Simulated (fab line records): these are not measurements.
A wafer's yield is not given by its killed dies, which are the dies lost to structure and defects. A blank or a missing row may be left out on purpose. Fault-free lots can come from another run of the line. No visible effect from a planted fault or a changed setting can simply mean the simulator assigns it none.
Which tool was responsible? | flow sfq line | 39 wafers from 13 lots sampled at 6 of the route's 325 steps

WHAT THE GAUGES SHOWED, per wafer
SFQ_L0_THK_MEAS_902: measures by xrf. Usual: for L0_MONX_KI_THK the level is 40.1 nm and the standard deviation is 0.39.
lot  | measured    | on            | L0_MONX_KI_THK (nm) | flag
L511 | day 1 12:41 | film metro-02 | 40.4 40.4 40.4      |
L512 | day 1 17:41 | film metro-01 | 40.1 40.0 40.4      |
L514 | day 2 03:41 | film metro-01 | 39.5 39.8 40.4      |
L515 | day 2 08:41 | film metro-04 | 40.5 40.2 39.8      |
L516 | day 2 13:42 | film metro-01 | 39.5 40.0 39.4      |
L518 | day 2 23:41 | film metro-04 | 40.5 40.4 39.9      |
L519 | day 3 04:41 | film metro-02 | 40.6 40.2 40.4      |
L521 | day 3 14:42 | film metro-02 | 39.8 40.9 40.4      |
L522 | day 3 19:41 | film metro-02 | 40.0 40.1 40.0      |
L523 | day 4 00:41 | film metro-02 | 40.5 40.5 40.3      |
L528 | day 5 01:41 | film metro-01 | 39.3 39.0 39.3      |
L533 | day 6 02:42 | film metro-01 | 40.3 39.9 40.0      |
L534 | day 6 07:41 | film metro-01 | 39.8 39.6 39.6      |

SFQ_I0_BOW_MEAS_907. Usual: for I0_BOW the level is 1 um and the standard deviation is 7.9.
lot  | measured     | on            | I0_BOW (um) | flag
L511 | day 7 06:05  | film metro-03 | 5 4 11      |
L512 | day 7 13:16  | film metro-02 | -2 12 5     |
L514 | day 8 04:13  | film metro-02 | 3 4 -12     |
L515 | day 8 07:14  | film metro-04 | 6 1 7       |
L516 | day 8 11:20  | film metro-03 | 2 -10 -2    |
L518 | day 8 17:19  | film metro-02 | -6 3 -1     |
L519 | day 8 20:19  | film metro-03 | -2 16 8     |
L521 | day 9 08:20  | film metro-02 | 7 5 11      |
L522 | day 9 11:19  | film metro-02 | -1 -14 -9   |
L523 | day 9 18:22  | film metro-02 | -3 -6 -1    |
L528 | day 10 19:00 | film metro-04 | -6 3 1      |
L533 | day 12 04:03 | film metro-04 | -1 12 13    |
L534 | day 12 06:25 | film metro-04 | -6 9 -3     |

SFQ_M1_RS_MEAS_909: uses a four-point probe to measure. Usual: for M1_NB_RS the level is 0.891 ohm/sq and the standard deviation is 0.0098.
lot  | measured     | on            | M1_NB_RS (ohm/sq) | flag
L511 | day 10 16:38 | film metro-03 | 0.891 0.895 0.897 |
L512 | day 11 03:25 | film metro-01 | 0.873 0.879 0.875 |
L514 | day 11 22:37 | film metro-03 | 0.895 0.894 0.897 |
L515 | day 12 02:14 | film metro-01 | 0.885 0.883 0.891 |
L516 | day 12 07:04 | film metro-01 | 0.902 0.897 0.900 |
L518 | day 12 15:26 | film metro-02 | 0.905 0.896 0.894 |
L519 | day 12 20:16 | film metro-01 | 0.895 0.887 0.886 |
L521 | day 13 09:32 | film metro-02 | 0.903 0.902 0.897 |
L522 | day 13 13:02 | film metro-03 | 0.877 0.879 0.873 |
L523 | day 13 21:26 | film metro-02 | 0.886 0.894 0.881 |
L528 | day 15 07:52 | film metro-02 | 0.905 0.905 0.909 |
L533 | day 16 23:20 | film metro-01 | 0.909 0.661 0.671 | OFF
L534 | day 17 01:41 | film metro-02 | 0.901 0.905 0.912 |

SFQ_M2_OVL_MEAS_916. Usual: for M2_OVL the level is -4 nm and the standard deviation is 6.3.
lot  | measured     | on         | M2_OVL (nm) | flag
L511 | day 22 06:41 | overlay-02 | -5 -13 -10  |
L512 | day 22 20:53 | overlay-01 | -5 -5 5     |
L514 | day 23 23:17 | overlay-02 | -13 -4 -9   |
L515 | day 24 07:41 | overlay-02 | 13 -5 13    |
L516 | day 24 16:05 | overlay-02 | -11 -2 -4   |
L518 | day 24 22:05 | overlay-02 | -10 -7 -10  |
L519 | day 24 23:17 | overlay-02 | -9 7 -4     |
L521 | day 25 01:41 | overlay-02 | -8 5 1      |
L522 | day 25 02:53 | overlay-02 | -5 -21 -11  |
L523 | day 25 04:05 | overlay-02 | -14 -13 -8  |
L528 | day 25 10:05 | overlay-02 | -9 -10 -3   |
L533 | day 25 16:05 | overlay-02 | 0 1 -1      |
L534 | day 25 17:17 | overlay-02 | 2 4 -4      |

TOOL THAT RAN EACH LOT (tool first, then ch and the chambers of the sampled wafers, then the start)
lot  | SFQ_TRILAYER_M1_DEP_SPUTTER_037 | SFQ_TRILAYER_M1_ETCH_METAL_ETCH_042
L511 | pvd sputter-05, day 10 16:32    | rie metal-02 ch 0, day 15 00:59
L512 | pvd sputter-06, day 11 03:20    | rie metal-01 ch 0,1, day 15 15:05
L514 | pvd sputter-05, day 11 22:32    | rie metal-04 ch 0,1, day 16 12:41
L515 | pvd sputter-06, day 12 02:08    | rie metal-04 ch 0,1, day 16 17:31
L516 | pvd sputter-03, day 12 06:56    | rie metal-01 ch 0,1, day 16 23:32
L518 | pvd sputter-03, day 12 15:20    | rie metal-04 ch 0,1, day 17 11:29
L519 | pvd sputter-03, day 12 20:09    | rie metal-02 ch 0,1, day 17 16:17
L521 | pvd sputter-06, day 13 09:25    | rie metal-04 ch 0,1, day 18 12:25
L522 | pvd sputter-03, day 13 12:56    | rie metal-04 ch 0,1, day 18 17:11
L523 | pvd sputter-05, day 13 21:20    | rie metal-01 ch 0,1, day 18 23:11
L528 | pvd sputter-06, day 15 07:47    | rie metal-02 ch 0, day 20 14:20
L533 | pvd sputter-03, day 16 23:12    | rie metal-01 ch 0, day 22 09:07
L534 | pvd sputter-05, day 17 01:36    | rie metal-04 ch 0,1, day 22 11:23
- SFQ_TRILAYER_M1_DEP_SPUTTER_037: material Nb, target thk 200 nm, time 133.3 s.
- SFQ_TRILAYER_M1_ETCH_METAL_ETCH_042: etches Nb in Cl2/Ar, stops on SiO2, target depth 240 nm, time 120 s.

AS READ BY THE TOOLS THEMSELVES (means over the sampled wafers that have a number; for cases with no such wafer, the mark the record gives instead)
SFQ_TRILAYER_M1_DEP_SPUTTER_037. Usual: resputter cathode voltage v 401 V, standard deviation 4.1; throttle valve pct 30.0 %, standard deviation 1.2.
lot  | tool           | resputter cathode voltage v (V) | throttle valve pct (%) | flag
L511 | pvd sputter-05 | 396                             | 29.7                   |
L512 | pvd sputter-06 | 400                             | 29.1                   |
L514 | pvd sputter-05 | 399                             | 30.3                   |
L515 | pvd sputter-06 | 394                             | 30.9                   |
L516 | pvd sputter-03 | 402                             | 30.3                   |
L518 | pvd sputter-03 | 397                             | 30.8                   |
L519 | pvd sputter-03 | 400                             | 29.0                   |
L521 | pvd sputter-06 | 403                             | 30.4                   |
L522 | pvd sputter-03 | 406                             | 30.7                   |
L523 | pvd sputter-05 | 397                             | 29.8                   |
L528 | pvd sputter-06 | 397                             | 29.1                   |
L533 | pvd sputter-03 | 399                             | 28.3                   |
L534 | pvd sputter-05 | 400                             | 30.1                   |

SFQ_TRILAYER_M1_ETCH_METAL_ETCH_042. Usual: drypump motor current A 5.33 A, standard deviation 0.26; oes product au 0.894 a.u., standard deviation 0.0068.
lot  | tool         | drypump motor current A (A) | oes product au (a.u.) | flag
L511 | rie metal-02 | 5.48                        | 0.891                 |
L512 | rie metal-01 | 5.37                        | 0.899                 |
L514 | rie metal-04 | 5.26                        | 0.887                 |
L515 | rie metal-04 | 5.26                        | 0.898                 |
L516 | rie metal-01 | 5.38                        | 0.890                 |
L518 | rie metal-04 | 5.26                        | 0.885                 |
L519 | rie metal-02 | 5.59                        | 0.895                 |
L521 | rie metal-04 | 5.07                        | 0.890                 |
L522 | rie metal-04 | 5.07                        | 0.898                 |
L523 | rie metal-01 | 5.37                        | 0.902                 |
L528 | rie metal-02 | 5.48                        | 0.885                 |
L533 | rie metal-01 | 5.33                        | 0.966                 | OFF
L534 | rie metal-04 | 5.26                        | 0.890                 |

THE ANSWER, worked out from the rows above alone
Rule: a lot is off if the mean of its wafers that have a number lies more than 3 standard deviations from the usual mean. Also off: a lot with no number at a reading for which 4 or more lots have one. Where the step has rows for the other lots, those lots are counted as sound. After the gauges, taken in route order, come the tools' own readings; for these a lot's mean is taken, as printed above. At the first step where some lot is off, the reading lying furthest off is the one used; lots without a number count as furthest.
Off: at SFQ_M1_RS_MEAS_909 (M1_NB_RS), L533.
If a tool, at a process step before that reading, ran all the lots that are off and no sound lot after the first of them, it fits. Not tried: the gauges at SFQ_M1_RS_MEAS_909; whatever is off there is also off at SFQ_TRILAYER_M1_ETCH_METAL_ETCH_042, on other tools, and gauge error can't account for it. One fits: SFQ_TRILAYER_M1_DEP_SPUTTER_037 on pvd sputter-03. A fault onset in the window from L522 (day 13 12:56, its last sound lot) to L533 (day 16 23:12, its first lot off) fits.

WHAT THE SIMULATOR HAD INSERTED
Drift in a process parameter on pvd sputter-03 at SFQ_TRILAYER_M1_DEP_SPUTTER_037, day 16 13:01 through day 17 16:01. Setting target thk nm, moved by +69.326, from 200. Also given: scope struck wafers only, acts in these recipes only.
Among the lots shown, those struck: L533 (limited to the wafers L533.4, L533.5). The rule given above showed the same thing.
